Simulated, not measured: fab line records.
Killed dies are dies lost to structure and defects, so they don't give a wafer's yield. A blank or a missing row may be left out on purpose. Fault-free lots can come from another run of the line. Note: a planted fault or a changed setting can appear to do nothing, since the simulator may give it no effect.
fab line records ; flow sfqLine
record: lots: 13; wafers: 39; lastDay: 90
route steps=325 shown I1@84 I2@116 M3@119
lots untouched by any fault: they come from a run of this same line in which no faults occurred
startH: hours from the record's opening day to when the first of the lot's shown wafers began ; waitH: hours since the lot's step before ; " same as the row above ; L1.1+2: a single row standing in for several wafers ; - value missing, or start not given ; * or withheld: withheld ; < > ~ a bound
route shown NAME@n: NAME is a module with steps in the file, n the number in the route of the first one ; usual: the fault-free wafers' mean and standard deviation ; same: alike in all rows ; chamber/n: place in a boat ; sites: each site's reading ; _std_site: standard deviation across them ; _edge_site: mean of outer sites minus mean of inner sites ; radiusMm: how far each site lies from the wafer's centre ; mask NAME#n: copy n ; behind: the last tool/chamber to shape the wafer ; hold: the reason the lot was held/the length of the hold in hours/how it ended ; device: names the non-switching transistor (n, p or np) ; end of line: at the end of the route, the tests of the same wafers ; a step given without rows: its recipe and nothing more ; killed: not the wafer's yield, but the dies lost to structure and defects at the first sort ; map: the dies of a wafer, with x for killed, . for not killed, _ for no die there
set.NAME: the setting as run; set.NAME@STEP: as run at that earlier step ; model.NAME: the simulator's own value behind a step, which no gauge read
the route's steps for a sample of lots (tables are steps, rows are wafers)
services: from which hour (startH, from the record's first day; less than 0 if before it) a tool's chamber was out of use, for how many hours, and why
== steps ==
step: SFQ_TRILAYER_I1_VIA_BARC_OPEN_VIA_ETCH_071
recipe: maskMaterial: PR; chemistry: O2; targetDepthNm: 125; target: BARC; sourceW: 500; biasW: 80; pressureMtorr: 30; timeS: 41.7
usual: drypumpMotorCurrentA: 5.7/0.36; oesProductAu: 0.686/0.0046
lot.wafer;tool;chamber;startH;waitH;drypumpMotorCurrentA;oesProductAu;rfHoursCounterH
L778.2;rieDiel-03;2;541.18;0.0;6.2;0.682;2
L778.3;rieDiel-03;3;541.18;0.0;5.4;0.687;7
L778.4;rieDiel-03;2;541.18;0.0;6.2;0.683;-
L779.3;rieDiel-01;3;544.78;0.0;5.2;0.686;7
L779.4;rieDiel-01;3;544.78;0.0;5.1;0.682;-
L779.6;rieDiel-01;1;544.78;0.0;5.8;0.689;-
L781.1;rieDiel-03;3;561.13;0.0;5.3;0.687;7
L781.5;rieDiel-03;2;561.13;0.0;6.2;0.682;-
L781.6;rieDiel-03;0;561.13;0.0;5.3;0.687;-
L782.2;rieDiel-04;2;573.25;0.0;6.0;0.690;46
L782.4;rieDiel-04;0;573.25;0.0;6.2;0.684;12
L782.6;rieDiel-04;3;573.25;0.0;6.2;0.684;-
L783.2;rieDiel-01;2;585.25;0.0;6.0;0.689;0
L783.4;rieDiel-01;0;585.25;0.0;5.4;0.688;3
L783.5;rieDiel-01;2;585.25;0.0;6.0;0.690;-
L784.1;rieDiel-01;1;594.85;0.0;5.8;0.687;6
L784.5;rieDiel-01;3;594.85;0.0;5.2;0.681;-
L784.6;rieDiel-01;0;594.85;0.0;5.4;0.686;-
L785.1;rieDiel-03;3;598.45;0.0;5.3;0.681;8
L785.4;rieDiel-03;0;598.45;0.0;5.3;0.678;12
L785.5;rieDiel-03;3;598.45;0.0;5.3;0.690;-
L788.1;rieDiel-01;2;607.45;0.0;6.0;0.682;1
L788.4;rieDiel-01;3;607.45;0.0;5.1;0.684;8
L788.5;rieDiel-01;1;607.45;0.0;5.8;0.687;-
L793.1;rieDiel-01;1;657.30;0.0;5.8;0.684;7
L793.4;rieDiel-01;2;657.30;0.0;6.0;0.690;1
L793.5;rieDiel-01;2;657.30;0.0;6.0;0.679;-
L795.2;rieDiel-01;0;677.70;0.0;5.4;0.691;4
L795.4;rieDiel-01;2;677.70;0.0;6.0;0.688;2
L795.6;rieDiel-01;3;677.70;0.0;5.2;0.691;-
L797.1;rieDiel-03;2;708.90;0.0;6.1;0.676;5
L797.4;rieDiel-03;1;708.90;0.0;5.7;0.680;13
L797.5;rieDiel-03;2;708.90;0.0;6.2;0.674;-
L799.1;rieDiel-03;2;724.63;0.0;6.2;0.688;5
L799.2;rieDiel-03;3;724.63;0.0;5.3;0.679;10
L799.6;rieDiel-03;1;724.63;0.0;5.7;0.681;-
L800.2;rieDiel-04;0;728.23;0.0;6.2;0.690;14
L800.4;rieDiel-04;2;728.23;0.0;6.0;0.688;48
L800.5;rieDiel-04;0;728.23;0.0;6.2;0.695;-
step: SFQ_TRILAYER_I2_VIA_STRIP_STRIP_071
recipe: gas: O2; powerW: 200; platenTempC: 40; overashFraction: 0.65; chemistry: O2; pressureMtorr: 50
usual: drypumpMotorCurrentA: 5.7/0.54; oesProductAu: 1.001/0.011; platenTempC: 39.99/0.13
lot.wafer;tool;chamber;startH;waitH;drypumpMotorCurrentA;oesProductAu;platenTempC;rfHoursCounterH
L778.2;rieMetal-04;1;705.45;-;5.9;0.995;40.08;68
L778.3;rieMetal-04;1;705.45;-;5.9;0.989;40.12;-
L778.4;rieMetal-04;0;705.45;-;5.7;1.005;40.10;-
L779.3;rieMetal-02;0;708.05;-;5.0;0.993;40.04;-
L779.4;rieMetal-02;1;708.05;-;5.7;0.988;39.76;-
L779.6;rieMetal-02;1;708.05;-;5.8;0.994;39.90;-
L781.1;rieMetal-01;1;716.25;-;6.6;1.008;40.16;21
L781.5;rieMetal-01;1;716.25;-;6.6;1.000;40.10;-
L781.6;rieMetal-01;0;716.25;-;5.1;1.008;40.18;-
L782.2;rieMetal-04;0;780.39;-;5.7;1.011;40.05;38
L782.4;rieMetal-04;1;780.39;-;5.8;0.987;40.24;-
L782.6;rieMetal-04;0;780.39;-;5.7;1.008;40.08;-
L783.2;rieMetal-01;0;782.90;-;5.1;0.992;39.89;51
L783.4;rieMetal-01;1;782.90;-;6.6;0.993;40.07;-
L783.5;rieMetal-01;1;782.90;-;6.7;0.997;40.00;-
L784.1;rieMetal-02;1;790.01;-;5.7;1.001;40.02;31
L784.5;rieMetal-02;1;790.01;-;5.7;1.001;39.91;-
L784.6;rieMetal-02;0;790.01;-;5.0;0.986;39.96;-
L785.1;rieMetal-04;0;909.13;-;5.7;1.019;40.03;56
L785.4;rieMetal-04;1;909.13;-;5.9;0.997;40.14;-
L785.5;rieMetal-04;0;909.13;-;5.7;1.008;40.02;-
L788.1;rieMetal-01;0;922.33;-;5.1;1.001;39.78;72
L788.4;rieMetal-01;1;922.33;-;6.6;1.003;40.03;-
L788.5;rieMetal-01;1;922.33;-;6.6;0.993;40.13;-
L793.1;rieMetal-01;0;958.66;-;5.1;0.996;39.92;79
L793.4;rieMetal-01;0;958.66;-;5.1;0.997;40.08;-
L793.5;rieMetal-01;1;958.66;-;6.7;0.980;40.04;-
L795.2;rieMetal-01;1;975.46;-;6.6;0.996;39.80;58
L795.4;rieMetal-01;1;975.46;-;6.6;1.002;39.90;-
L795.6;rieMetal-01;1;975.46;-;6.6;0.996;39.95;-
L797.1;rieMetal-04;0;987.58;-;5.7;1.017;40.19;67
L797.4;rieMetal-04;1;987.58;-;5.9;0.997;39.77;-
L797.5;rieMetal-04;1;987.58;-;5.9;1.012;39.85;-
L799.1;rieMetal-01;0;997.31;-;5.1;1.000;39.84;85
L799.2;rieMetal-01;1;997.31;-;6.6;0.991;40.02;62
L799.6;rieMetal-01;0;997.31;-;5.1;1.000;40.06;-
L800.2;rieMetal-04;1;1000.91;-;5.9;0.993;40.13;110
L800.4;rieMetal-04;0;1000.91;-;5.7;1.022;39.73;-
L800.5;rieMetal-04;0;1000.91;-;5.7;1.021;39.90;-
step: SFQ_TRILAYER_M3_DEP_SPUTTER_073
recipe: material: Nb; basePressurePa: 1.33e-06; chamberPressurePa: 0.1333; substrateTempC: 20; resputterCathodeVoltageV: 400; targetThkNm: 200; powerW: 2000; timeS: 133.3
usual: basePressurePa: 1.33e-06/8.3e-08; cathodeDcPowerW: 2000.0/0.37; throttleValvePct: 30.2/0.99
lot.wafer;tool;chamber;startH;waitH;basePressurePa;cathodeDcPowerW;throttleValvePct
L778.2;pvdSputter-05;-;706.43;0.0;1.26e-06;2000.4;29.9
L778.3;pvdSputter-05;-;706.43;0.0;1.32e-06;2000.1;30.5
L778.4;pvdSputter-05;-;706.43;0.0;1.33e-06;1999.5;29.9
L779.3;pvdSputter-03;-;708.67;0.0;1.25e-06;2000.0;29.0
L779.4;pvdSputter-03;-;708.67;0.0;1.35e-06;2000.5;29.8
L779.6;pvdSputter-03;-;708.67;0.0;1.23e-06;2000.3;28.7
L781.1;pvdSputter-05;-;717.07;0.0;1.34e-06;1999.6;29.9
L781.5;pvdSputter-05;-;717.07;0.0;1.41e-06;1999.5;30.5
L781.6;pvdSputter-05;-;717.07;0.0;1.29e-06;2000.1;31.3
L782.2;pvdSputter-05;-;781.21;0.0;1.34e-06;2000.5;29.7
L782.4;pvdSputter-05;-;781.21;0.0;1.43e-06;2000.5;30.0
L782.6;pvdSputter-05;-;781.21;0.0;1.31e-06;2000.2;30.2
L783.2;pvdSputter-03;-;783.70;0.0;1.31e-06;1999.9;31.1
L783.4;pvdSputter-03;-;783.70;0.0;1.37e-06;2000.0;29.3
L783.5;pvdSputter-03;-;783.70;0.0;1.45e-06;1999.4;29.1
L784.1;pvdSputter-05;-;790.82;0.0;1.35e-06;2000.2;30.8
L784.5;pvdSputter-05;-;790.82;0.0;1.33e-06;1999.8;30.1
L784.6;pvdSputter-05;-;790.82;0.0;1.33e-06;2000.1;29.8
L785.1;pvdSputter-03;-;909.93;0.0;1.38e-06;1999.9;28.9
L785.4;pvdSputter-03;-;909.93;0.0;1.52e-06;1999.7;28.8
L785.5;pvdSputter-03;-;909.93;0.0;1.36e-06;2000.7;28.7
L788.1;pvdSputter-06;-;923.13;0.0;1.47e-06;2000.1;31.9
L788.4;pvdSputter-06;-;923.13;0.0;1.59e-06;1999.5;28.9
L788.5;pvdSputter-06;-;923.13;0.0;1.35e-06;2000.0;30.3
L793.1;pvdSputter-06;-;959.99;0.0;1.29e-06;1999.8;31.6
L793.4;pvdSputter-06;-;959.99;0.0;1.22e-06;1999.4;29.1
L793.5;pvdSputter-06;-;959.99;0.0;1.27e-06;2000.1;30.0
L795.2;pvdSputter-03;-;976.44;0.0;1.37e-06;1999.2;30.8
L795.4;pvdSputter-03;-;976.44;0.0;1.45e-06;2000.8;29.7
L795.6;pvdSputter-03;-;976.44;0.0;1.21e-06;1999.8;28.8
L797.1;pvdSputter-06;-;988.39;0.0;1.47e-06;2000.5;31.8
L797.4;pvdSputter-06;-;988.39;0.0;1.37e-06;2000.2;30.2
L797.5;pvdSputter-06;-;988.39;0.0;1.42e-06;1999.8;29.2
L799.1;pvdSputter-03;-;998.11;0.0;1.22e-06;2000.3;28.9
L799.2;pvdSputter-03;-;998.11;0.0;1.19e-06;1999.8;29.7
L799.6;pvdSputter-03;-;998.11;0.0;1.3e-06;1999.4;29.5
L800.2;pvdSputter-06;-;1001.71;0.0;1.11e-06;2000.6;31.7
L800.4;pvdSputter-06;-;1001.71;0.0;1.3e-06;2000.3;32.3
L800.5;pvdSputter-06;-;1001.71;0.0;1.11e-06;2000.3;32.0
step: SFQ_M3_RS_MEAS_919
recipe: thkMeasGauge: four-point-probe; reads: Nb_of_TRILAYER_M3_DEP_SPUTTER_073
usual: M3_NB_RS: 0.889/0.01
lot.wafer;tool;chamber;startH;waitH;M3_NB_RS[ohm/sq]
L778.2;filmMetro-04;-;706.54;0.1;0.881
L778.3;filmMetro-04;-;706.54;0.1;0.897
L778.4;filmMetro-04;-;706.54;0.1;0.898
L779.3;filmMetro-04;-;708.80;0.1;0.881
L779.4;filmMetro-04;-;708.80;0.1;0.888
L779.6;filmMetro-04;-;708.80;0.1;0.886
L781.1;filmMetro-04;-;717.16;0.0;0.883
L781.5;filmMetro-04;-;717.16;0.0;0.891
L781.6;filmMetro-04;-;717.16;0.0;0.884
L782.2;filmMetro-01;-;781.32;0.1;0.889
L782.4;filmMetro-01;-;781.32;0.1;0.905
L782.6;filmMetro-01;-;781.32;0.1;0.893
L783.2;filmMetro-02;-;783.81;0.1;0.908
L783.4;filmMetro-02;-;783.81;0.1;0.901
L783.5;filmMetro-02;-;783.81;0.1;0.920
L784.1;filmMetro-02;-;790.91;0.0;0.885
L784.5;filmMetro-02;-;790.91;0.0;0.887
L784.6;filmMetro-02;-;790.91;0.0;0.988
L785.1;filmMetro-02;-;910.02;0.0;0.891
L785.4;filmMetro-02;-;910.02;0.0;0.899
L785.5;filmMetro-02;-;910.02;0.0;0.886
L788.1;filmMetro-02;-;923.22;0.0;0.874
L788.4;filmMetro-02;-;923.22;0.0;0.881
L788.5;filmMetro-02;-;923.22;0.0;0.884
L793.1;filmMetro-02;-;960.08;0.0;0.894
L793.4;filmMetro-02;-;960.08;0.0;0.880
L793.5;filmMetro-02;-;960.08;0.0;0.889
L795.2;filmMetro-04;-;976.55;0.1;0.900
L795.4;filmMetro-04;-;976.55;0.1;0.893
L795.6;filmMetro-04;-;976.55;0.1;0.882
L797.1;filmMetro-01;-;988.48;0.0;0.900
L797.4;filmMetro-01;-;988.48;0.0;0.895
L797.5;filmMetro-01;-;988.48;0.0;0.882
L799.1;filmMetro-02;-;998.20;0.0;0.867
L799.2;filmMetro-02;-;998.20;0.0;0.872
L799.6;filmMetro-02;-;998.20;0.0;0.873
L800.2;filmMetro-01;-;1001.82;0.1;0.917
L800.4;filmMetro-01;-;1001.82;0.1;0.892
L800.5;filmMetro-01;-;1001.82;0.1;0.899
step: SFQ_M3_OVL_MEAS_921
usual: M3_OVL: 1/5.5
lot.wafer;tool;chamber;startH;waitH;M3_OVL[nm]
L778.2;overlay-01;-;712.28;0.1;-2
L778.3;overlay-01;-;712.28;0.1;-3
L778.4;overlay-01;-;712.28;0.1;-2
L779.3;overlay-02;-;718.61;0.1;-5
L779.4;overlay-02;-;718.61;0.1;-1
L779.6;overlay-02;-;718.61;0.1;-4
L781.1;overlay-02;-;759.82;0.1;2
L781.5;overlay-02;-;759.82;0.1;1
L781.6;overlay-02;-;759.82;0.1;-7
L782.2;overlay-01;-;783.92;0.1;14
L782.4;overlay-01;-;783.92;0.1;13
L782.6;overlay-01;-;783.92;0.1;11
L783.2;overlay-02;-;786.23;0.1;-2
L783.4;overlay-02;-;786.23;0.1;-4
L783.5;overlay-02;-;786.23;0.1;1
L784.1;overlay-02;-;794.25;0.1;15
L784.5;overlay-02;-;794.25;0.1;14
L784.6;overlay-02;-;794.25;0.1;11
L785.1;overlay-01;-;913.71;0.1;0
L785.4;overlay-01;-;913.71;0.1;7
L785.5;overlay-01;-;913.71;0.1;3
L788.1;overlay-02;-;1069.17;0.1;-9
L788.4;overlay-02;-;1069.17;0.1;3
L788.5;overlay-02;-;1069.17;0.1;-8
L793.1;overlay-02;-;1100.37;0.1;4
L793.4;overlay-02;-;1100.37;0.1;2
L793.5;overlay-02;-;1100.37;0.1;4
L795.2;overlay-02;-;1111.86;0.1;9
L795.4;overlay-02;-;1111.86;0.1;7
L795.6;overlay-02;-;1111.86;0.1;6
L797.1;overlay-01;-;1119.06;0.1;2
L797.4;overlay-01;-;1119.06;0.1;-6
L797.5;overlay-01;-;1119.06;0.1;0
L799.1;overlay-02;-;1129.98;0.1;4
L799.2;overlay-02;-;1129.98;0.1;2
L799.6;overlay-02;-;1129.98;0.1;-2
L800.2;overlay-02;-;1132.39;0.1;-1
L800.4;overlay-02;-;1132.39;0.1;-1
L800.5;overlay-02;-;1132.39;0.1;-6
step: SFQ_TRILAYER_M3_ETCH_METAL_ETCH_078
recipe: target: Nb; stopOn: SiO2; maskMaterial: PR; chemistry: Cl2/Ar; targetDepthNm: 240; icpW: 600; biasW: 80; pressureMtorr: 10; timeS: 120
usual: drypumpMotorCurrentA: 5.5/0.6; oesProductAu: 0.895/0.0069
lot.wafer;tool;chamber;startH;waitH;drypumpMotorCurrentA;oesProductAu;rfHoursCounterH
L778.2;rieMetal-01;0;712.37;0.0;5.1;0.900;43
L778.3;rieMetal-01;0;712.37;0.0;5.1;0.897;-
L778.4;rieMetal-01;1;712.37;0.0;6.6;0.892;-
L779.3;rieMetal-02;1;718.74;0.1;5.7;0.896;-
L779.4;rieMetal-02;0;718.74;0.1;5.0;0.891;-
L779.6;rieMetal-02;0;718.74;0.1;5.0;0.891;-
L781.1;rieMetal-02;0;759.92;0.0;5.0;0.899;53
L781.5;rieMetal-02;1;759.92;0.0;5.7;0.903;-
L781.6;rieMetal-02;0;759.92;0.0;5.0;0.905;-
L782.2;rieMetal-02;1;784.01;0.0;5.7;0.897;30
L782.4;rieMetal-02;0;784.01;0.0;5.0;0.882;-
L782.6;rieMetal-02;0;784.01;0.0;5.0;0.894;-
L783.2;rieMetal-02;1;786.32;0.0;5.7;0.880;31
L783.4;rieMetal-02;1;786.32;0.0;5.7;0.892;-
L783.5;rieMetal-02;1;786.32;0.0;5.7;0.881;-
L784.1;rieMetal-01;1;794.34;0.0;6.6;0.896;30
L784.5;rieMetal-01;0;794.34;0.0;5.1;0.900;-
L784.6;rieMetal-01;1;794.34;0.0;6.6;0.855;-
L785.1;rieMetal-03;1;913.80;0.0;5.2;0.900;53
L785.4;rieMetal-03;1;913.80;0.0;5.2;0.890;-
L785.5;rieMetal-03;1;913.80;0.0;5.2;0.903;-
L788.1;rieMetal-02;1;1069.26;0.0;5.8;0.910;70
L788.4;rieMetal-02;0;1069.26;0.0;5.0;0.901;-
L788.5;rieMetal-02;0;1069.26;0.0;5.0;0.902;-
L793.1;rieMetal-01;0;1100.48;0.1;5.1;0.883;100
L793.4;rieMetal-01;0;1100.48;0.1;5.1;0.893;-
L793.5;rieMetal-01;0;1100.48;0.1;5.1;0.895;-
L795.2;rieMetal-01;0;1111.95;0.0;5.1;0.887;102
L795.4;rieMetal-01;1;1111.95;0.0;6.6;0.891;-
L795.6;rieMetal-01;0;1111.95;0.0;5.1;0.901;-
L797.1;rieMetal-02;1;1119.15;0.0;5.7;0.882;80
L797.4;rieMetal-02;0;1119.15;0.0;5.0;0.885;-
L797.5;rieMetal-02;0;1119.15;0.0;5.0;0.892;-
L799.1;rieMetal-02;1;1130.08;0.0;5.7;0.909;81
L799.2;rieMetal-02;0;1130.08;0.0;5.0;0.902;106
L799.6;rieMetal-02;1;1130.08;0.0;5.7;0.900;-
L800.2;rieMetal-03;0;1132.48;0.0;5.1;0.881;107
L800.4;rieMetal-03;0;1132.48;0.0;5.1;0.898;-
L800.5;rieMetal-03;1;1132.48;0.0;5.3;0.887;-
== services ==
tool;chamber;startH;hours;kind
rieMetal-02;0;525.19;1.5;repair
rieMetal-02;-;548.38;2.3;repair
rieMetal-02;-;571.03;14.6;pm
rieDiel-01;3;578.28;5.5;repair
rieMetal-01;0;581.34;4.3;repair
rieMetal-02;1;602.67;3.5;repair
rieMetal-01;0;624.52;4.5;repair
rieMetal-02;0;690.51;14.1;repair
rieMetal-01;-;694.05;2.8;pm
rieDiel-01;-;730.32;1.7;repair
rieMetal-02;-;742.32;2.8;pm
rieMetal-02;1;766.66;2.5;repair
rieMetal-01;-;798.07;0.6;repair
rieMetal-02;0;882.00;13.3;repair
rieDiel-01;2;884.06;14.7;repair
rieMetal-02;1;914.88;6.1;repair
rieDiel-01;0;966.56;28.5;repair
rieDiel-01;-;968.73;1.1;repair
rieMetal-02;-;971.30;28.1;pm
rieMetal-01;-;1006.23;1.4;pm
rieDiel-01;3;1017.14;2.2;repair
rieMetal-02;0;1025.59;2.3;repair
rieDiel-01;2;1075.35;12.4;repair
rieDiel-01;0;1091.06;1.9;repair
== key ==
firstSign: step: SFQ_M3_RS_MEAS_919; reading: M3_NB_RS; direction: up; sigmas: 9.9; usual: 0.889; struck: 0.988
effect: step: SFQ_TRILAYER_M3_ETCH_METAL_ETCH_078; reading: oesProductAu; direction: down; sigmas: 5.7; usual: 0.895; struck: 0.855
metAt SFQ_TRILAYER_M3_DEP_SPUTTER_073
struckLots L784
struckWafers L784.6
notActingAt SFQ_TRILAYER_I1_VIA_BARC_OPEN_VIA_ETCH_071,SFQ_TRILAYER_I2_VIA_STRIP_STRIP_071,SFQ_M3_OVL_MEAS_921
onsetBetween 781.21 790.82
fault: kind: siteProfileDrift; tool: pvdSputter-05; chamber: -; onsetH: 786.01; steps: SFQ_TRILAYER_M3_DEP_SPUTTER_073; basis: fraction; maxAbsDrift: 0.23003; slopeSharePerHr: 51.119; sitePattern: 0,0,0,0,0,-1,-1,-1,-1; scope: struckWafersOnly
